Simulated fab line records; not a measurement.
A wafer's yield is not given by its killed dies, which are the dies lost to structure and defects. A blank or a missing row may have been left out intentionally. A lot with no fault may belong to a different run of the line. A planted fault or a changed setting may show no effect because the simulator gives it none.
Which tool was responsible? :: flow sfqLine :: 45 wafers from 15 lots sampled at 6 of the route's 325 steps

## WHAT THE GAUGES SHOWED, per wafer
SFQ_INCOMING_BOW_MEAS_900.
lot: L343
measured: day 1 10:00
on: filmMetro-04
INCOMING_BOW (um): -8 -10 -2

lot: L344
measured: day 1 15:01
on: filmMetro-02
INCOMING_BOW (um): -2 3 1

lot: L345
measured: day 1 20:00
on: filmMetro-02
INCOMING_BOW (um): -2 -6 4

lot: L346
measured: day 2 01:00
on: filmMetro-04
INCOMING_BOW (um): -3 -5 -2

lot: L349
measured: day 2 16:00
on: filmMetro-04
INCOMING_BOW (um): -3 -8 3

lot: L350
measured: day 2 21:00
on: filmMetro-03
INCOMING_BOW (um): 6 7 3

lot: L351
measured: day 3 02:00
on: filmMetro-02
INCOMING_BOW (um): 3 3 0

lot: L352
measured: day 3 07:00
on: filmMetro-04
INCOMING_BOW (um): -1 4 -5

lot: L353
measured: day 3 12:01
on: filmMetro-03
INCOMING_BOW (um): -2 -5 -6

lot: L356
measured: day 4 03:01
on: filmMetro-04
INCOMING_BOW (um): -1 -11 -2

lot: L357
measured: day 4 08:02
on: filmMetro-03
INCOMING_BOW (um): -1 1 -1

lot: L358
measured: day 4 13:01
on: filmMetro-04
INCOMING_BOW (um): -1 -5 -6

lot: L363
measured: day 5 14:00
on: filmMetro-04
INCOMING_BOW (um): 11 1 0

lot: L365
measured: day 6 00:01
on: filmMetro-03
INCOMING_BOW (um): -6 1 -1

lot: L366
measured: day 6 05:01
on: filmMetro-03
INCOMING_BOW (um): 1 -1 -3

SFQ_M0_RS_MEAS_904: uses a four-point probe to measure.
lot: L343
measured: day 6 22:50
on: filmMetro-02
M0_NB_RS (ohm/sq): 0.884 0.888 0.896

lot: L344
measured: day 7 10:16
on: filmMetro-02
M0_NB_RS (ohm/sq): 0.863 0.878 0.870

lot: L345
measured: day 7 14:13
on: filmMetro-01
M0_NB_RS (ohm/sq): 0.899 0.884 0.885

lot: L346
measured: day 8 07:14
on: filmMetro-02
M0_NB_RS (ohm/sq): 0.893 0.868 0.897

lot: L349
measured: day 9 02:40
on: filmMetro-02
M0_NB_RS (ohm/sq): 0.895 0.882 0.893

lot: L350
measured: day 9 06:17
on: filmMetro-02
M0_NB_RS (ohm/sq): 0.908 0.902 0.912

lot: L351
measured: day 9 10:28
on: filmMetro-03
M0_NB_RS (ohm/sq): 0.891 0.886 0.895

lot: L352
measured: day 9 14:28
on: filmMetro-01
M0_NB_RS (ohm/sq): 0.892 0.875 0.899

lot: L353
measured: day 9 19:17
on: filmMetro-03
M0_NB_RS (ohm/sq): 0.888 0.880 0.867

lot: L356
measured: day 10 12:05
on: filmMetro-03
M0_NB_RS (ohm/sq): 0.769 0.774 0.760

lot: L357
measured: day 10 20:56
on: filmMetro-01
M0_NB_RS (ohm/sq): 0.765 0.776 0.772

lot: L358
measured: day 11 05:55
on: filmMetro-01
M0_NB_RS (ohm/sq): 0.775 0.779 0.772

lot: L363
measured: day 13 22:25
on: filmMetro-01
M0_NB_RS (ohm/sq): 0.888 0.881 0.890

lot: L365
measured: day 14 14:57
on: filmMetro-03
M0_NB_RS (ohm/sq): 0.885 0.876 0.876

lot: L366
measured: day 14 22:09
on: filmMetro-02
M0_NB_RS (ohm/sq): 0.879 0.871 0.878

SFQ_I2_BOW_MEAS_917.
lot: L343
measured: day 34 15:07
on: filmMetro-04
I2_BOW (um): -9 -11 -1

lot: L344
measured: day 34 18:08
on: filmMetro-04
I2_BOW (um): 1 6 2

lot: L345
measured: day 34 21:07
on: filmMetro-01
I2_BOW (um): -4 -8 2

lot: L346
measured: day 34 22:34
on: filmMetro-04
I2_BOW (um): -1 -2 1

lot: L349
measured: day 35 04:34
on: filmMetro-04
I2_BOW (um): -10 -14 -4

lot: L350
measured: day 35 07:34
on: filmMetro-04
I2_BOW (um): 6 8 4

lot: L351
measured: day 35 10:34
on: filmMetro-01
I2_BOW (um): -2 -3 -5

lot: L352
measured: day 35 12:35
on: filmMetro-04
I2_BOW (um): 3 9 0

lot: L353
measured: day 39 16:24
on: filmMetro-01
I2_BOW (um): -4 -5 -7

lot: L356
measured: day 41 04:24
on: filmMetro-04
I2_BOW (um): -3 -12 -4

lot: L357
measured: day 41 20:01
on: filmMetro-01
I2_BOW (um): 4 5 3

lot: L358
measured: day 42 13:24
on: filmMetro-04
I2_BOW (um): 3 -3 -3

lot: L363
measured: day 44 21:38
on: filmMetro-04
I2_BOW (um): 19 9 7

lot: L365
measured: day 45 23:07
on: filmMetro-01
I2_BOW (um): -12 -4 -9

lot: L366
measured: day 47 01:42
on: filmMetro-01
I2_BOW (um): 0 -2 -4

## WHICH TOOL RAN EACH LOT (tool, then ch and the chambers of the sampled wafers, then the start)
lot: L343
SFQ_TRILAYER_M0_DEP_SPUTTER_019: pvdSputter-04, day 6 22:45
SFQ_TRILAYER_M0_ETCH_METAL_ETCH_024: rieMetal-03 ch 1, day 10 17:02
SFQ_TRILAYER_M2_STRIP_STRIP_061: rieMetal-02 ch 0,1, day 33 18:56

lot: L344
SFQ_TRILAYER_M0_DEP_SPUTTER_019: pvdSputter-05, day 7 10:09
SFQ_TRILAYER_M0_ETCH_METAL_ETCH_024: rieMetal-03 ch 0,1, day 11 07:23
SFQ_TRILAYER_M2_STRIP_STRIP_061: rieMetal-03 ch 0,1, day 34 01:03

lot: L345
SFQ_TRILAYER_M0_DEP_SPUTTER_019: pvdSputter-06, day 7 14:08
SFQ_TRILAYER_M0_ETCH_METAL_ETCH_024: rieMetal-02 ch 0,1, day 11 14:01
SFQ_TRILAYER_M2_STRIP_STRIP_061: rieMetal-02 ch 0,1, day 34 02:19

lot: L346
SFQ_TRILAYER_M0_DEP_SPUTTER_019: pvdSputter-05, day 8 07:08
SFQ_TRILAYER_M0_ETCH_METAL_ETCH_024: rieMetal-01 ch 1, day 12 10:56
SFQ_TRILAYER_M2_STRIP_STRIP_061: rieMetal-01 ch 0,1, day 34 03:27

lot: L349
SFQ_TRILAYER_M0_DEP_SPUTTER_019: pvdSputter-06, day 9 02:34
SFQ_TRILAYER_M0_ETCH_METAL_ETCH_024: rieMetal-01 ch 0,1, day 13 13:05
SFQ_TRILAYER_M2_STRIP_STRIP_061: rieMetal-03 ch 0,1, day 34 10:39

lot: L350
SFQ_TRILAYER_M0_DEP_SPUTTER_019: pvdSputter-04, day 9 06:11
SFQ_TRILAYER_M0_ETCH_METAL_ETCH_024: rieMetal-01 ch 0,1, day 13 19:05
SFQ_TRILAYER_M2_STRIP_STRIP_061: rieMetal-01 ch 0,1, day 34 13:03

lot: L351
SFQ_TRILAYER_M0_DEP_SPUTTER_019: pvdSputter-06, day 9 10:22
SFQ_TRILAYER_M0_ETCH_METAL_ETCH_024: rieMetal-02 ch 0,1, day 14 05:37
SFQ_TRILAYER_M2_STRIP_STRIP_061: rieMetal-02 ch 0,1, day 34 15:27

lot: L352
SFQ_TRILAYER_M0_DEP_SPUTTER_019: pvdSputter-06, day 9 14:23
SFQ_TRILAYER_M0_ETCH_METAL_ETCH_024: rieMetal-02 ch 0,1, day 14 10:25
SFQ_TRILAYER_M2_STRIP_STRIP_061: rieMetal-02 ch 0,1, day 34 17:51

lot: L353
SFQ_TRILAYER_M0_DEP_SPUTTER_019: pvdSputter-05, day 9 19:11
SFQ_TRILAYER_M0_ETCH_METAL_ETCH_024: rieMetal-01 ch 0, day 14 15:13
SFQ_TRILAYER_M2_STRIP_STRIP_061: rieMetal-03 ch 0,1, day 39 07:47

lot: L356
SFQ_TRILAYER_M0_DEP_SPUTTER_019: pvdSputter-04, day 10 11:59
SFQ_TRILAYER_M0_ETCH_METAL_ETCH_024: rieMetal-03 ch 0,1, day 15 14:56
SFQ_TRILAYER_M2_STRIP_STRIP_061: rieMetal-01 ch 0,1, day 40 19:00

lot: L357
SFQ_TRILAYER_M0_DEP_SPUTTER_019: pvdSputter-04, day 10 20:49
SFQ_TRILAYER_M0_ETCH_METAL_ETCH_024: rieMetal-01 ch 0,1, day 16 03:14
SFQ_TRILAYER_M2_STRIP_STRIP_061: rieMetal-01 ch 0,1, day 41 08:24

lot: L358
SFQ_TRILAYER_M0_DEP_SPUTTER_019: pvdSputter-04, day 11 05:49
SFQ_TRILAYER_M0_ETCH_METAL_ETCH_024: rieMetal-02 ch 1, day 16 14:07
SFQ_TRILAYER_M2_STRIP_STRIP_061: rieMetal-03 ch 0,1, day 41 19:00

lot: L363
SFQ_TRILAYER_M0_DEP_SPUTTER_019: pvdSputter-04, day 13 22:19
SFQ_TRILAYER_M0_ETCH_METAL_ETCH_024: rieMetal-01 ch 0, day 19 18:13
SFQ_TRILAYER_M2_STRIP_STRIP_061: rieMetal-01 ch 0,1, day 44 17:44

lot: L365
SFQ_TRILAYER_M0_DEP_SPUTTER_019: pvdSputter-05, day 14 14:50
SFQ_TRILAYER_M0_ETCH_METAL_ETCH_024: rieMetal-02 ch 0, day 20 13:29
SFQ_TRILAYER_M2_STRIP_STRIP_061: rieMetal-03 ch 0,1, day 45 16:38

lot: L366
SFQ_TRILAYER_M0_DEP_SPUTTER_019: pvdSputter-05, day 14 22:02
SFQ_TRILAYER_M0_ETCH_METAL_ETCH_024: rieMetal-01 ch 0,1, day 20 21:53
SFQ_TRILAYER_M2_STRIP_STRIP_061: rieMetal-03 ch 0,1, day 46 04:30
- SFQ_TRILAYER_M0_DEP_SPUTTER_019: material Nb, target thk 200 nm, time 133.3 s.
- SFQ_TRILAYER_M0_ETCH_METAL_ETCH_024: etches Nb in Cl2/Ar, stops on SiO2, target depth 240 nm, time 120 s.
- SFQ_TRILAYER_M2_STRIP_STRIP_061: strips in O2.

## AS READ BY THE TOOLS THEMSELVES (means over the sampled wafers that have a number; for cases with no such wafer, the mark the record gives instead)
SFQ_TRILAYER_M0_DEP_SPUTTER_019.
lot: L343
tool: pvdSputter-04
cathodeDcPowerW (W): 2000.0
resputterCathodeVoltageV (V): 400
throttleValvePct (%): 29.6

lot: L344
tool: pvdSputter-05
cathodeDcPowerW (W): 1999.7
resputterCathodeVoltageV (V): 402
throttleValvePct (%): 29.5

lot: L345
tool: pvdSputter-06
cathodeDcPowerW (W): 2000.2
resputterCathodeVoltageV (V): 399
throttleValvePct (%): 29.8

lot: L346
tool: pvdSputter-05
cathodeDcPowerW (W): 2000.0
resputterCathodeVoltageV (V): 401
throttleValvePct (%): 29.7

lot: L349
tool: pvdSputter-06
cathodeDcPowerW (W): 2000.2
resputterCathodeVoltageV (V): 397
throttleValvePct (%): 29.8

lot: L350
tool: pvdSputter-04
cathodeDcPowerW (W): 1999.8
resputterCathodeVoltageV (V): 401
throttleValvePct (%): 30.2

lot: L351
tool: pvdSputter-06
cathodeDcPowerW (W): 1999.5
resputterCathodeVoltageV (V): 397
throttleValvePct (%): 29.7

lot: L352
tool: pvdSputter-06
cathodeDcPowerW (W): 1999.9
resputterCathodeVoltageV (V): 400
throttleValvePct (%): 29.1

lot: L353
tool: pvdSputter-05
cathodeDcPowerW (W): 2000.0
resputterCathodeVoltageV (V): 398
throttleValvePct (%): 29.5

lot: L356
tool: pvdSputter-04
cathodeDcPowerW (W): 2325.9
resputterCathodeVoltageV (V): 404
throttleValvePct (%): 29.3

lot: L357
tool: pvdSputter-04
cathodeDcPowerW (W): 2326.1
resputterCathodeVoltageV (V): 399
throttleValvePct (%): 29.1

lot: L358
tool: pvdSputter-04
cathodeDcPowerW (W): 2325.8
resputterCathodeVoltageV (V): 398
throttleValvePct (%): 28.5

lot: L363
tool: pvdSputter-04
cathodeDcPowerW (W): 1999.6
resputterCathodeVoltageV (V): 404
throttleValvePct (%): 29.5

lot: L365
tool: pvdSputter-05
cathodeDcPowerW (W): 1999.8
resputterCathodeVoltageV (V): 400
throttleValvePct (%): 29.3

lot: L366
tool: pvdSputter-05
cathodeDcPowerW (W): 2000.1
resputterCathodeVoltageV (V): 401
throttleValvePct (%): 29.1

SFQ_TRILAYER_M0_ETCH_METAL_ETCH_024.
lot: L343
tool: rieMetal-03
biasW (W): 79.89
drypumpMotorCurrentA (A): 6.5
heBacksideLeakSccm (sccm): 3.89
oesProductAu (a.u.): 0.893

lot: L344
tool: rieMetal-03
biasW (W): 79.83
drypumpMotorCurrentA (A): 6.3
heBacksideLeakSccm (sccm): 3.42
oesProductAu (a.u.): 0.898

lot: L345
tool: rieMetal-02
biasW (W): 80.22
drypumpMotorCurrentA (A): 5.9
heBacksideLeakSccm (sccm): 3.35
oesProductAu (a.u.): 0.893

lot: L346
tool: rieMetal-01
biasW (W): 80.22
drypumpMotorCurrentA (A): 5.3
heBacksideLeakSccm (sccm): 3.32
oesProductAu (a.u.): 0.903

lot: L349
tool: rieMetal-01
biasW (W): 80.22
drypumpMotorCurrentA (A): 5.4
heBacksideLeakSccm (sccm): 3.48
oesProductAu (a.u.): 0.895

lot: L350
tool: rieMetal-01
biasW (W): 80.20
drypumpMotorCurrentA (A): 5.5
heBacksideLeakSccm (sccm): 3.63
oesProductAu (a.u.): 0.882

lot: L351
tool: rieMetal-02
biasW (W): 80.13
drypumpMotorCurrentA (A): 5.9
heBacksideLeakSccm (sccm): 3.21
oesProductAu (a.u.): 0.892

lot: L352
tool: rieMetal-02
biasW (W): 79.86
drypumpMotorCurrentA (A): 5.7
heBacksideLeakSccm (sccm): 3.33
oesProductAu (a.u.): 0.899

lot: L353
tool: rieMetal-01
biasW (W): 79.83
drypumpMotorCurrentA (A): 5.6
heBacksideLeakSccm (sccm): 3.41
oesProductAu (a.u.): 0.901

lot: L356
tool: rieMetal-03
biasW (W): 80.00
drypumpMotorCurrentA (A): 6.4
heBacksideLeakSccm (sccm): 3.55
oesProductAu (a.u.): 0.974

lot: L357
tool: rieMetal-01
biasW (W): 79.99
drypumpMotorCurrentA (A): 5.5
heBacksideLeakSccm (sccm): 3.35
oesProductAu (a.u.): 0.970

lot: L358
tool: rieMetal-02
biasW (W): 80.17
drypumpMotorCurrentA (A): 6.2
heBacksideLeakSccm (sccm): 3.43
oesProductAu (a.u.): 0.967

lot: L363
tool: rieMetal-01
biasW (W): 79.66
drypumpMotorCurrentA (A): 5.6
heBacksideLeakSccm (sccm): 3.50
oesProductAu (a.u.): 0.894

lot: L365
tool: rieMetal-02
biasW (W): 80.11
drypumpMotorCurrentA (A): 5.4
heBacksideLeakSccm (sccm): 3.27
oesProductAu (a.u.): 0.902

lot: L366
tool: rieMetal-01
biasW (W): 80.32
drypumpMotorCurrentA (A): 5.4
heBacksideLeakSccm (sccm): 3.48
oesProductAu (a.u.): 0.903

SFQ_TRILAYER_M2_STRIP_STRIP_061.
lot: L343
tool: rieMetal-02
drypumpMotorCurrentA (A): 5.9
heBacksideLeakSccm (sccm): 3.35
oesProductAu (a.u.): 1.010

lot: L344
tool: rieMetal-03
drypumpMotorCurrentA (A): 6.3
heBacksideLeakSccm (sccm): 3.56
oesProductAu (a.u.): 1.010

lot: L345
tool: rieMetal-02
drypumpMotorCurrentA (A): 5.9
heBacksideLeakSccm (sccm): 3.36
oesProductAu (a.u.): 1.008

lot: L346
tool: rieMetal-01
drypumpMotorCurrentA (A): 5.5
heBacksideLeakSccm (sccm): 3.48
oesProductAu (a.u.): 0.997

lot: L349
tool: rieMetal-03
drypumpMotorCurrentA (A): 6.3
heBacksideLeakSccm (sccm): 3.51
oesProductAu (a.u.): 1.015

lot: L350
tool: rieMetal-01
drypumpMotorCurrentA (A): 5.4
heBacksideLeakSccm (sccm): 3.58
oesProductAu (a.u.): 0.989

lot: L351
tool: rieMetal-02
drypumpMotorCurrentA (A): 5.7
heBacksideLeakSccm (sccm): 3.27
oesProductAu (a.u.): 1.003

lot: L352
tool: rieMetal-02
drypumpMotorCurrentA (A): 5.9
heBacksideLeakSccm (sccm): 3.35
oesProductAu (a.u.): 1.016

lot: L353
tool: rieMetal-03
drypumpMotorCurrentA (A): 6.3
heBacksideLeakSccm (sccm): 3.60
oesProductAu (a.u.): 1.010

lot: L356
tool: rieMetal-01
drypumpMotorCurrentA (A): 5.4
heBacksideLeakSccm (sccm): 3.60
oesProductAu (a.u.): 0.983

lot: L357
tool: rieMetal-01
drypumpMotorCurrentA (A): 5.4
heBacksideLeakSccm (sccm): 3.55
oesProductAu (a.u.): 0.996

lot: L358
tool: rieMetal-03
drypumpMotorCurrentA (A): 6.5
heBacksideLeakSccm (sccm): 3.48
oesProductAu (a.u.): 1.002

lot: L363
tool: rieMetal-01
drypumpMotorCurrentA (A): 5.5
heBacksideLeakSccm (sccm): 3.63
oesProductAu (a.u.): 1.004

lot: L365
tool: rieMetal-03
drypumpMotorCurrentA (A): 6.3
heBacksideLeakSccm (sccm): 3.61
oesProductAu (a.u.): 1.010

lot: L366
tool: rieMetal-03
drypumpMotorCurrentA (A): 6.4
heBacksideLeakSccm (sccm): 3.61
oesProductAu (a.u.): 1.010

## THE ANSWER, worked out from the rows above alone
Rule: what is usual is taken from the lots themselves. The widest of any qualifying gaps counts: lots, ordered by their means at a reading, are off when they make up no more than a third of the lots, leave a main group of 4 or more, and stand apart from it by 3 or more times the standard deviation of that group's means. Not used: any main group whose means are identical at the precision the tables above print for the reading. A lot without any number at a reading at which 4 lots or more have one is off too. Where the step has rows for the other lots, those lots are counted as sound. Order of review: gauges by route order, followed by the tools' own readings, for which a lot's mean as printed above is used. At the first step where some lot is off, the reading lying furthest off is the one used; lots without a number count as furthest.
Off: L356, L357, L358, at SFQ_M0_RS_MEAS_904 (M0_NB_RS). The main group has a mean of 0.886 ohm/sq with a standard deviation of 0.009.
A tool fits if, at a process step before that reading, it ran every lot that is off, and no sound lot after the first of them. Not tried: the gauges at SFQ_M0_RS_MEAS_904; whatever is off there is also off at SFQ_TRILAYER_M0_DEP_SPUTTER_019, on other tools, and gauge error can't account for it. No candidate that was tried fits.

## WHAT WAS PUT IN BY THE SIMULATOR
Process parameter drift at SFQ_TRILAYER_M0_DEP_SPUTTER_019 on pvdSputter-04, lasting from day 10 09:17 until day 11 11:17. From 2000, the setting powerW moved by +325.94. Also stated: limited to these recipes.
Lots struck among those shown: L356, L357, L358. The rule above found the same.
